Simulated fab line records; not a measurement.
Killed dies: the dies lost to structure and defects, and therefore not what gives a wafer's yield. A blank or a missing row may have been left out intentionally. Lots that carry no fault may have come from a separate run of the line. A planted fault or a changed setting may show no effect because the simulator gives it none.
fab line records	flow sky130
record: lots: 7	wafers: 19	lastDay: 50
route steps=708 shown SD_N@350 SD_P@359 RES_XHIGH@360 SALICIDE@361 LI_CONTACT@362 PAD_OPEN@708
lots that met no fault: taken from a fault-free run of the same line
startH: hours from the record's opening day to when the first of the lot's shown wafers began	waitH: hours from the lot's prior step to this one	" repeats the value in the row above	L1.1+2: several wafers, shown together as one row	- no value, or no start given	* or withheld: withheld	< > ~ a bound
route shown NAME@n: NAME is a module with steps in the file, n the number in the route of the first one	usual: mean and standard deviation over wafers with no fault	same: alike in all rows	chamber/n: place in a boat	sites: per-site readings	_std_site: how widely they spread, as a standard deviation	_edge_site: outer sites' mean less inner sites'	radiusMm: for every site, how far away it sits from the centre of the wafer	mask NAME#n: copy n	behind: the last tool/chamber to shape the wafer	hold: why the lot was held/for how many hours/how that ended	device: which transistor (n, p or np) failed to switch	end of line: the route-end tests of the same wafers	a step without rows: its recipe alone	killed: dies that structure and defects cost at the first sort, which is not the same as the wafer's yield	map: the dies of a wafer, with x for killed, . for not killed, _ for no die there
set.NAME: the setting that was run; set.NAME@STEP: the one run at that earlier step	model.NAME: the simulator's own value behind a step, which no gauge read
lots seen at some steps along the route; tables by step, rows by wafer
services: when a tool's chamber went out of use (startH, in hours from the record's first day, below 0 if earlier), for how many hours, and the reason
== steps ==
step: SKY_SD_N_OVL_MEAS_08
usual: SD_N_OVL: 0.3/1.7
lot.wafer	tool	chamber	startH	waitH	SD_N_OVL[nm]
L271.2	overlay-02	-	657.67	0.1	1.4
L271.3	"	-	"	"	-0.7
L271.4	"	-	"	"	0.2
L278.1	overlay-02	-	741.51	0.1	0.9
L278.2	"	-	"	"	-0.2
L278.6	"	-	"	"	0.4
L281.2	overlay-02	-	744.38	0.1	0.9
L281.4	"	-	"	"	0.8
L281.6	"	-	"	"	2.5
L280.2	overlay-01	-	747.35	0.1	2.6
L280.3	"	-	"	"	4.2
L282.2	overlay-01	-	748.00	0.1	0.4
L282.3	"	-	"	"	2.0
L293.2	overlay-01	-	822.05	0.1	-0.4
L293.3	"	-	"	"	0.0
L293.5	"	-	"	"	0.2
L292.1	overlay-02	-	823.75	0.1	-1.6
L292.2	"	-	"	"	0.1
L292.6	"	-	"	"	-0.7
step: SKY_SD_N_IMPLANT_09
recipe: species: As	energyKev: 50	doseCm2: 4e+15	tiltDeg: 0
step: SKY_SD_N_IMPLANT_10
recipe: species: P	energyKev: 20	doseCm2: 1e+14	tiltDeg: 0
step: SKY_SD_N_STRIP_11
recipe: chemistry: O2/N2	powerW: 1400	pressureMtorr: 1500	platenTempC: withheld	o2FlowSccm: 3000	n2FlowSccm: 300	overashFraction: 0.5
usual: drypumpMotorCurrentA: 5.9/0.43	oesProductAu: 0.527/0.0043	stripTimeToEndpointS: 22.53/0.037
lot.wafer	tool	chamber	startH	waitH	drypumpMotorCurrentA	oesProductAu	rfHoursCounterH	stripTimeToEndpointS
L271.2	plasmaAsher-01	1	658.00	0.1	5.9	0.531	85	22.62
L271.3	"	0	"	"	5.7	0.527	-	22.56
L271.4	"	1	"	"	5.9	0.530	-	22.55
L278.1	plasmaAsher-01	1	741.85	0.1	5.9	0.526	95	22.59
L278.2	"	0	"	"	5.7	0.523	95	22.52
L278.6	"	1	"	"	5.9	0.530	-	22.58
L281.2	plasmaAsher-04	1	744.71	0.1	5.4	0.537	57	22.48
L281.4	"	0	"	"	6.6	0.527	-	22.47
L281.6	"	1	"	"	5.4	0.524	-	22.46
L280.2	plasmaAsher-04	0	747.68	0.1	6.6	0.527	57	22.57
L280.3	"	1	"	"	5.4	0.524	-	22.59
L282.2	plasmaAsher-04	0	748.33	0.1	6.6	0.525	57	22.58
L282.3	"	1	"	"	5.4	0.526	-	22.60
L293.2	plasmaAsher-01	0	822.38	0.1	5.7	0.527	103	22.50
L293.3	"	0	"	"	5.7	0.525	-	22.51
L293.5	"	1	"	"	5.9	0.530	-	22.48
L292.1	plasmaAsher-04	0	824.08	0.1	6.6	0.531	65	22.52
L292.2	"	1	"	"	5.4	0.529	65	22.51
L292.6	"	0	"	"	6.5	0.529	-	22.53
step: SKY_SD_N_TW_MEAS_12
usual: SD_N_TW: 3946/49
lot.wafer	tool	chamber	startH	waitH	SD_N_TW
L271.2	filmMetro-01	-	658.11	0.1	3925
L271.3	"	-	"	"	3900
L271.4	"	-	"	"	3929
L278.1	filmMetro-01	-	741.95	0.1	3906
L278.2	"	-	"	"	3898
L278.6	"	-	"	"	3924
L281.2	filmMetro-01	-	744.82	0.1	3872
L281.4	"	-	"	"	3897
L281.6	"	-	"	"	3891
L280.2	filmMetro-01	-	747.79	0.1	3901
L280.3	"	-	"	"	3895
L282.2	filmMetro-01	-	748.44	0.1	3925
L282.3	"	-	"	"	3907
L293.2	filmMetro-02	-	822.49	0.1	4009
L293.3	"	-	"	"	4016
L293.5	"	-	"	"	4006
L292.1	filmMetro-04	-	824.18	0.1	4035
L292.2	"	-	"	"	4021
L292.6	"	-	"	"	4018
step: SKY_SD_N_CLEAN_13
recipe: chemistry: SC1/SC2	mix: 1:4:20	tempC: 70	timeS: 150	dry: n2Spin
step: SKY_SD_N_RTA_14
recipe: tempC: 1075	timeS: 2	idleTempC: 650	rampUpCPerS: 150	rampDownCPerS: 90	ambient: N2
usual: lampPowerPct: 15.74/0.05	rampUpCPerS: 150.00/0.029	wafer_temp_C_max: 1078.2/1.5
lot.wafer	tool	chamber	startH	waitH	lampPowerPct	rampUpCPerS	wafer_temp_C_max
L271.2	rtpAnneal-01	0	658.22	0.0	15.72	150.02	1080.8
L271.3	"	0	"	"	15.67	150.04	1079.5
L271.4	"	0	"	"	15.81	150.05	1078.2
L278.1	rtpAnneal-02	0	742.06	0.0	15.75	150.04	1075.8
L278.2	"	0	"	"	15.74	150.00	1076.5
L278.6	"	0	"	"	15.74	150.00	1077.8
L281.2	rtpAnneal-01	0	744.93	0.0	15.76	149.97	1077.5
L281.4	"	0	"	"	15.71	150.00	1078.7
L281.6	"	0	"	"	15.79	149.98	1078.0
L280.2	rtpAnneal-02	0	747.90	0.0	15.82	149.96	1076.8
L280.3	"	0	"	"	15.66	150.00	1078.7
L282.2	rtpAnneal-01	0	748.55	0.0	15.64	150.00	1079.1
L282.3	"	0	"	"	15.78	150.02	1077.0
L293.2	rtpAnneal-01	0	822.60	0.0	15.75	150.03	1078.5
L293.3	"	0	"	"	15.79	150.03	1078.3
L293.5	"	0	"	"	15.79	150.01	1079.9
L292.1	rtpAnneal-01	0	824.29	0.0	15.66	150.06	1076.9
L292.2	"	0	"	"	15.80	149.99	1078.8
L292.6	"	0	"	"	15.68	150.01	1079.1
step: SKY_SD_N_RS_MEAS_16
recipe: thkMeasGauge: four-point-probe
usual: SD_N_RS: 68.55/0.12
lot.wafer	tool	chamber	startH	waitH	SD_N_RS[ohm/sq]
L271.2	filmMetro-01	-	658.40	0.1	68.60
L271.3	"	-	"	"	68.46
L271.4	"	-	"	"	68.73
L278.1	filmMetro-02	-	742.24	0.1	68.37
L278.2	"	-	"	"	68.42
L278.6	"	-	"	"	68.48
L281.2	filmMetro-04	-	745.11	0.1	68.51
L281.4	"	-	"	"	68.36
L281.6	"	-	"	"	68.63
L280.2	filmMetro-04	-	748.09	0.1	68.39
L280.3	"	-	"	"	68.37
L282.2	filmMetro-04	-	748.74	0.1	68.74
L282.3	"	-	"	"	68.72
L293.2	filmMetro-04	-	822.79	0.1	68.57
L293.3	"	-	"	"	68.68
L293.5	"	-	"	"	68.65
L292.1	filmMetro-04	-	824.47	0.1	68.58
L292.2	"	-	"	"	68.55
L292.6	"	-	"	"	68.39
step: SKY_SD_N_RS_MEAS_17
recipe: thkMeasGauge: four-point-probe
usual: SD_P_RS: 147.1/0.45
lot.wafer	tool	chamber	startH	waitH	SD_P_RS[ohm/sq]
L271.2	filmMetro-01	-	658.52	0.1	147.6
L271.3	"	-	"	"	147.3
L271.4	"	-	"	"	146.9
L278.1	filmMetro-02	-	742.36	0.1	146.6
L278.2	"	-	"	"	146.4
L278.6	"	-	"	"	146.6
L281.2	filmMetro-04	-	745.23	0.1	146.2
L281.4	"	-	"	"	146.4
L281.6	"	-	"	"	147.1
L280.2	filmMetro-04	-	748.21	0.1	146.6
L280.3	"	-	"	"	146.5
L282.2	filmMetro-04	-	748.86	0.1	147.9
L282.3	"	-	"	"	148.1
L293.2	filmMetro-04	-	822.91	0.1	147.0
L293.3	"	-	"	"	147.3
L293.5	"	-	"	"	147.3
L292.1	filmMetro-04	-	824.59	0.1	147.3
L292.2	"	-	"	"	147.7
L292.6	"	-	"	"	147.4
step: SKY_SD_N_RS_MEAS_18
recipe: thkMeasGauge: four-point-probe
usual: RES_XHIGH_RS: 333.2/1.1
lot.wafer	tool	chamber	startH	waitH	RES_XHIGH_RS[ohm/sq]
L271.2	filmMetro-01	-	658.64	0.1	334.5
L271.3	"	-	"	"	334.3
L271.4	"	-	"	"	334.6
L278.1	filmMetro-02	-	742.48	0.1	333.9
L278.2	"	-	"	"	333.0
L278.6	"	-	"	"	332.3
L281.2	filmMetro-04	-	745.35	0.1	333.6
L281.4	"	-	"	"	335.0
L281.6	"	-	"	"	333.7
L280.2	filmMetro-04	-	748.33	0.1	332.4
L280.3	"	-	"	"	332.2
L282.2	filmMetro-04	-	748.98	0.1	330.8
L282.3	"	-	"	"	332.9
L293.2	filmMetro-04	-	823.03	0.1	333.4
L293.3	"	-	"	"	333.7
L293.5	"	-	"	"	333.8
L292.1	filmMetro-04	-	824.71	0.1	334.1
L292.2	"	-	"	"	333.1
L292.6	"	-	"	"	332.2
step: SKY_SALICIDE_CLEAN_00
recipe: chemistry: HF-last	timeS: 30	dilution: 100:1	dry: ipaMarangoni
step: SKY_LI_CONTACT_HDPCVD_00
recipe: material: PSG	targetThkNm: 930	sigmaOpenFrac: 0.3	timeS: 155	tempC: 600	sih4FlowSccm: 60	pressureMtorr: 6
usual: susceptorTempC: 600.02/0.28
lot.wafer	tool	chamber	startH	waitH	susceptorTempC	model.PSG_of_LI_CONTACT_HDPCVD_00.thkNm
L271.2	hdpcvd-02	2	658.92	0.2	600.13	934.3
L271.3	"	0	"	"	600.09	935.4
L271.4	"	0	"	"	599.85	932.9
L278.1	hdpcvd-02	0	742.61	0.0	600.32	927.9
L278.2	"	2	"	"	600.17	928.7
L278.6	"	1	"	"	600.19	1595
L281.2	hdpcvd-01	0	745.47	0.0	600.00	906.7
L281.4	"	0	"	"	600.30	911.8
L281.6	"	2	"	"	600.04	912.6
L280.2	hdpcvd-02	1	748.44	0.0	600.06	911.1
L280.3	"	0	"	"	600.34	1604
L282.2	hdpcvd-02	1	749.10	0.0	600.23	913.2
L282.3	"	2	"	"	600.04	1608
L293.2	hdpcvd-01	0	823.14	0.0	599.82	935.3
L293.3	"	0	"	"	599.85	927.3
L293.5	"	0	"	"	600.22	931
L292.1	hdpcvd-02	1	824.84	0.0	600.77	913.2
L292.2	"	2	"	"	599.97	937.7
L292.6	"	0	"	"	600.81	949.5
step: SKY_LI_CONTACT_THK_MEAS_01
recipe: reads: PSG_of_LI_CONTACT_HDPCVD_00
usual: LI_CONTACT_HDPCVD_THK: 925/10
lot.wafer	tool	chamber	startH	waitH	LI_CONTACT_HDPCVD_THK[nm]
L271.2	filmMetro-02	-	659.03	0.1	934
L271.3	"	-	"	"	936
L271.4	"	-	"	"	934
L278.1	filmMetro-04	-	742.72	0.1	928
L278.2	"	-	"	"	929
L278.6	"	-	"	"	1595
L281.2	filmMetro-01	-	745.58	0.1	907
L281.4	"	-	"	"	912
L281.6	"	-	"	"	912
L280.2	filmMetro-02	-	748.56	0.1	911
L280.3	"	-	"	"	1603
L282.2	filmMetro-04	-	749.21	0.1	913
L282.3	"	-	"	"	1609
L293.2	filmMetro-02	-	823.31	0.1	936
L293.3	"	-	"	"	927
L293.5	"	-	"	"	931
L292.1	filmMetro-04	-	824.95	0.1	913
L292.2	"	-	"	"	938
L292.6	"	-	"	"	949
step: SKY_LI_CONTACT_CMP_02
recipe: material: PSG	downForcePsi: 4	platenRpm: 60	padVelocityMS: 0.94248
usual: motorCurrentA: 11.8/1.3	timeToEndpointS: 31/4
lot.wafer	tool	chamber	startH	waitH	motorCurrentA	timeToEndpointS
L271.2	cmp-01	0	659.08	0.0	10.2	29
L271.4	"	1	"	"	11.8	36
L271.3	"	3	"	"	13.4	29
L278.2	cmp-01	2	742.78	0.0	12.8	30
L278.1	"	1	"	"	11.8	31
L278.6	"	3	"	"	13.7	89
L281.4	cmp-01	2	745.88	0.3	12.6	27
L281.2	"	3	"	"	14.9	24
L281.6	"	2	"	"	12.8	28
L280.3	cmp-02	2	748.76	0.2	12.6	96
L280.2	"	3	"	"	11.8	31
L282.2	cmp-02	2	750.01	0.8	12.8	28
L282.3	"	3	"	"	11.4	102
L293.3	cmp-01	1	823.41	0.1	12.4	35
L293.2	"	2	"	"	12.3	33
L293.5	"	1	"	"	12.0	36
L292.2	cmp-02	2	825.01	0.0	12.5	32
L292.1	"	1	"	"	9.6	32
L292.6	"	3	"	"	11.4	38
step: SKY_LI_CONTACT_BOW_MEAS_03
recipe: mode: bow
usual: LI_CONTACT_BOW: 56/6.9
lot.wafer	tool	chamber	startH	waitH	LI_CONTACT_BOW[um]
L271.2	filmMetro-01	-	659.40	0.3	42
L271.3	"	-	"	"	55
L271.4	"	-	"	"	61
L278.1	filmMetro-02	-	743.08	0.1	58
L278.2	"	-	"	"	62
L278.6	"	-	"	"	48
L281.2	filmMetro-04	-	746.20	0.2	40
L281.4	"	-	"	"	60
L281.6	"	-	"	"	56
L280.2	filmMetro-01	-	749.08	0.2	66
L280.3	"	-	"	"	49
L282.2	filmMetro-01	-	750.28	0.2	60
L282.3	"	-	"	"	51
L293.2	filmMetro-04	-	823.68	0.2	56
L293.3	"	-	"	"	57
L293.5	"	-	"	"	39
L292.1	filmMetro-04	-	825.31	0.1	50
L292.2	"	-	"	"	56
L292.6	"	-	"	"	56
step: SKY_PAD_OPEN_PROBE_99
usual: killed_at_M0_to_M3: 44/7.7	killed_at_M4_up: 3.0/1.9	killedAtContacts: 25/5.6	killedAtFrontEnd: 15/4.6	killedAtOther: 0.3/0.47	killedDies: 86/9.9	killedOpen: 47/7.4	killedShort: 39/5.9
same: grossDies: 492	killedAtBackSide: 0
lot.wafer	tool	chamber	startH	waitH	killed_at_M0_to_M3	killed_at_M4_up	killedAtContacts	killedAtFrontEnd	killedAtOther	killedDies	killedOpen	killedShort
L271.2	prober-02	-	1086.95	0.1	32	1	25	20	0	78	50	28
L271.3	prober-02	-	1087.00	0.2	43	4	21	10	0	78	42	36
L271.4	prober-02	-	1087.05	0.2	50	4	29	14	0	97	51	46
L278.1	prober-01	-	1144.78	0.1	38	4	18	18	0	78	42	36
L278.2	prober-01	-	1144.83	0.1	42	3	19	19	1	84	39	45
L278.6	prober-01	-	1145.03	0.2	57	2	29	17	0	105	61	44
L281.2	prober-02	-	1146.61	0.1	40	4	30	17	0	91	47	44
L281.4	prober-02	-	1146.71	0.2	45	1	21	24	2	93	46	47
L281.6	prober-02	-	1146.81	0.2	31	5	35	17	0	88	57	31
L280.2	prober-01	-	1151.91	0.1	30	6	23	11	0	70	34	36
L280.3	prober-01	-	1151.96	0.2	30	2	17	12	0	61	41	20
L282.2	prober-01	-	1153.61	0.1	47	4	25	24	1	101	59	42
L282.3	prober-01	-	1153.66	0.2	44	3	26	12	0	85	48	37
L293.2	prober-01	-	1197.62	0.1	39	4	26	18	0	87	43	44
L293.3	prober-01	-	1197.67	0.2	46	1	16	20	1	84	41	43
L293.5	prober-01	-	1197.77	0.2	37	3	16	19	0	75	39	36
L292.1	prober-02	-	1199.07	0.1	49	1	21	19	1	91	55	36
L292.2	prober-02	-	1199.12	0.1	40	4	15	10	0	69	31	38
L292.6	prober-02	-	1199.32	0.2	26	5	14	14	0	59	33	26
killed by level:class
L271.2 CONTACT:geometricParticle:open=12 LI_CONTACT:geometricParticle:open=7 FIELD_ISO:geometricParticle:open=6 VIA1:geometricParticle:short=6 VIA2:geometricParticle:open=5 VIA3:geometricParticle:open=5 POLY_CUT:geometricParticle:open=4 LOCAL_INTERCONNECT:geometricParticle:short=4
L271.3 VIA1:geometricParticle:open=11 CONTACT:geometricParticle:open=10 METAL1:geometricParticle:short=6 VIA3:geometricParticle:open=6 VIA3:geometricParticle:short=5 LI_CONTACT:geometricParticle:open=4 FIELD_ISO:geometricParticle:open=3 POLY_GATE:geometricParticle:short=3
L271.4 CONTACT:geometricParticle:open=12 VIA1:geometricParticle:open=12 METAL1:geometricParticle:short=10 POLY_GATE:geometricParticle:open=7 LI_CONTACT:geometricParticle:open=6 METAL2:geometricParticle:short=6 CONTACT:geometricParticle:short=5 VIA1:geometricParticle:short=5
L278.1 VIA2:geometricParticle:open=10 FIELD_ISO:geometricParticle:open=7 VIA1:geometricParticle:open=7 LOCAL_INTERCONNECT:geometricParticle:short=6 METAL1:geometricParticle:short=6 POLY_GATE:geometricParticle:open=5 VIA3:geometricParticle:short=5 LI_CONTACT:geometricParticle:open=4
L278.2 VIA1:geometricParticle:open=10 METAL1:geometricParticle:short=8 POLY_GATE:geometricParticle:short=7 CONTACT:geometricParticle:open=7 METAL2:geometricParticle:short=6 FIELD_ISO:geometricParticle:short=5 LI_CONTACT:geometricParticle:open=5 LOCAL_INTERCONNECT:geometricParticle:short=5
L278.6 VIA1:geometricParticle:open=20 LI_CONTACT:geometricParticle:open=11 VIA2:geometricParticle:open=9 METAL1:geometricParticle:short=7 VIA3:geometricParticle:open=7 CONTACT:geometricParticle:open=6 LI_CONTACT:geometricParticle:short=6 FIELD_ISO:geometricParticle:short=5
L281.2 CONTACT:geometricParticle:open=15 CONTACT:geometricParticle:short=10 VIA1:geometricParticle:open=9 VIA3:geometricParticle:open=6 POLY_GATE:geometricParticle:short=5 VIA1:geometricParticle:short=5 METAL2:geometricParticle:short=5 FIELD_ISO:geometricParticle:open=4
L281.4 VIA1:geometricParticle:open=12 POLY_GATE:geometricParticle:open=9 POLY_GATE:geometricParticle:short=7 VIA1:geometricParticle:short=6 CONTACT:geometricParticle:short=5 METAL3:geometricParticle:short=5 LOCAL_INTERCONNECT:geometricParticle:short=5 VIA3:geometricParticle:open=5
L281.6 VIA1:geometricParticle:open=11 LI_CONTACT:geometricParticle:open=10 CONTACT:geometricParticle:open=10 CONTACT:geometricParticle:short=9 VIA2:geometricParticle:open=7 POLY_GATE:geometricParticle:open=5 POLY_GATE:geometricParticle:short=4 SPACER:geometricParticle:open=3
L280.2 CONTACT:geometricParticle:open=6 CONTACT:geometricParticle:short=5 VIA1:geometricParticle:open=5 VIA2:geometricParticle:open=5 METAL2:geometricParticle:short=5 FIELD_ISO:geometricParticle:short=4 LI_CONTACT:geometricParticle:open=4 LOCAL_INTERCONNECT:geometricParticle:short=4
L280.3 CONTACT:geometricParticle:open=8 LI_CONTACT:geometricParticle:open=8 VIA2:geometricParticle:open=7 VIA3:geometricParticle:open=6 METAL1:geometricParticle:short=6 FIELD_ISO:geometricParticle:open=3 FIELD_ISO:geometricParticle:short=3 POLY_GATE:geometricParticle:open=3
L282.2 VIA1:geometricParticle:open=15 CONTACT:geometricParticle:open=9 VIA3:geometricParticle:open=8 METAL1:geometricParticle:short=7 LI_CONTACT:geometricParticle:open=6 VIA1:geometricParticle:short=6 FIELD_ISO:geometricParticle:short=5 VIA2:geometricParticle:open=5
L282.3 VIA3:geometricParticle:open=12 LI_CONTACT:geometricParticle:open=9 VIA1:geometricParticle:open=9 CONTACT:geometricParticle:open=6 VIA1:geometricParticle:short=6 LOCAL_INTERCONNECT:geometricParticle:short=5 CONTACT:geometricParticle:short=4 METAL1:geometricParticle:short=4
L293.2 VIA1:geometricParticle:open=11 LI_CONTACT:geometricParticle:open=9 FIELD_ISO:geometricParticle:short=8 CONTACT:geometricParticle:open=6 VIA1:geometricParticle:short=6 POLY_GATE:geometricParticle:open=5 VIA3:geometricParticle:open=5 LI_CONTACT:geometricParticle:short=5
L293.3 VIA1:geometricParticle:open=12 POLY_GATE:geometricParticle:short=7 VIA3:geometricParticle:open=7 FIELD_ISO:geometricParticle:short=5 CONTACT:geometricParticle:open=5 VIA2:geometricParticle:open=5 LI_CONTACT:geometricParticle:short=4 VIA1:geometricParticle:short=4
L293.5 METAL2:geometricParticle:short=7 VIA2:geometricParticle:open=7 LI_CONTACT:geometricParticle:open=6 POLY_GATE:geometricParticle:open=5 POLY_GATE:geometricParticle:short=5 VIA1:geometricParticle:open=5 VIA3:geometricParticle:open=5 CONTACT:geometricParticle:open=4
L292.1 VIA1:geometricParticle:open=12 METAL2:geometricParticle:short=8 CONTACT:geometricParticle:open=7 METAL3:geometricParticle:short=5 VIA1:geometricParticle:short=5 VIA2:geometricParticle:open=5 VIA3:geometricParticle:open=5 FIELD_ISO:geometricParticle:open=4
L292.2 VIA2:geometricParticle:open=7 POLY_GATE:geometricParticle:short=6 METAL1:geometricParticle:short=5 CONTACT:geometricParticle:open=5 VIA1:geometricParticle:open=5 METAL3:geometricParticle:short=5 VIA1:geometricParticle:short=4 METAL2:geometricParticle:short=4
L292.6 VIA1:geometricParticle:open=8 LI_CONTACT:geometricParticle:open=6 VIA1:geometricParticle:short=6 CONTACT:geometricParticle:short=4 POLY_GATE:geometricParticle:short=3 SPACER:geometricParticle:open=3 VIA3:geometricParticle:open=3 METAL4:geometricParticle:open=3
== services ==
tool	chamber	startH	hours	kind
cmp-01	-	643.97	1.7	repair
hdpcvd-01	-	650.75	15.0	pm
hdpcvd-01	0	650.75	15.0	ventCycle
hdpcvd-01	1	650.75	15.0	ventCycle
hdpcvd-01	2	650.75	15.0	ventCycle
hdpcvd-01	0	665.75	-	clean
hdpcvd-01	1	665.75	-	clean
cmp-01	-	672.53	1.7	repair
plasmaAsher-04	-	688.12	7.9	repair
cmp-02	-	705.36	5.2	pm
cmp-02	-	722.75	2.5	repair
cmp-01	-	737.26	0.6	repair
hdpcvd-01	-	744.09	1.2	repair
cmp-02	-	744.16	4.0	pm
cmp-01	-	745.02	0.6	repair
cmp-01	-	747.70	4.2	repair
cmp-02	-	748.16	-	consumableReplace:conditioner
cmp-02	-	748.16	-	consumableReplace:pad
cmp-01	-	752.50	4.6	pm
plasmaAsher-01	-	796.90	1.2	repair
rtpAnneal-02	-	798.85	61.0	pm
cmp-01	-	802.02	4.3	repair
cmp-02	-	819.59	3.8	repair
hdpcvd-01	2	821.22	9.7	repair
== key ==
firstSign: step: SKY_LI_CONTACT_THK_MEAS_01	reading: LI_CONTACT_HDPCVD_THK	direction: up	sigmas: 68	usual: 925	struck: 1602
effect: step: SKY_LI_CONTACT_CMP_02	reading: timeToEndpointS	direction: up	sigmas: 16	usual: *	struck: *
modelEffect: step: SKY_LI_CONTACT_HDPCVD_00	value: PSG_of_LI_CONTACT_HDPCVD_00.thkNm	without: 922.2	struck: 1603
metAt SKY_LI_CONTACT_HDPCVD_00
struckWafers L278.6,L280.3,L282.3
testerLeftOut L278,L280,L282
onsetBetween 658.92 742.61
fault: kind: processParameterDrift	tool: hdpcvd-02	chamber: -	onsetH: 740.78	steps: SKY_LI_CONTACT_HDPCVD_00	channel: targetThkNm	offset: 680.51	shape: step	endH: 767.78	scope: struckWafersOnly	actsIn: theseRecipesOnly	stated: 930
testerLeftOut: of these lots the tester's yield and bins aren't shown, on N5 and GAA mostly nor the transistor test; their killed dies are dies lost to structure and defects alone, not to doping, threshold or leakage, so they don't give the yield
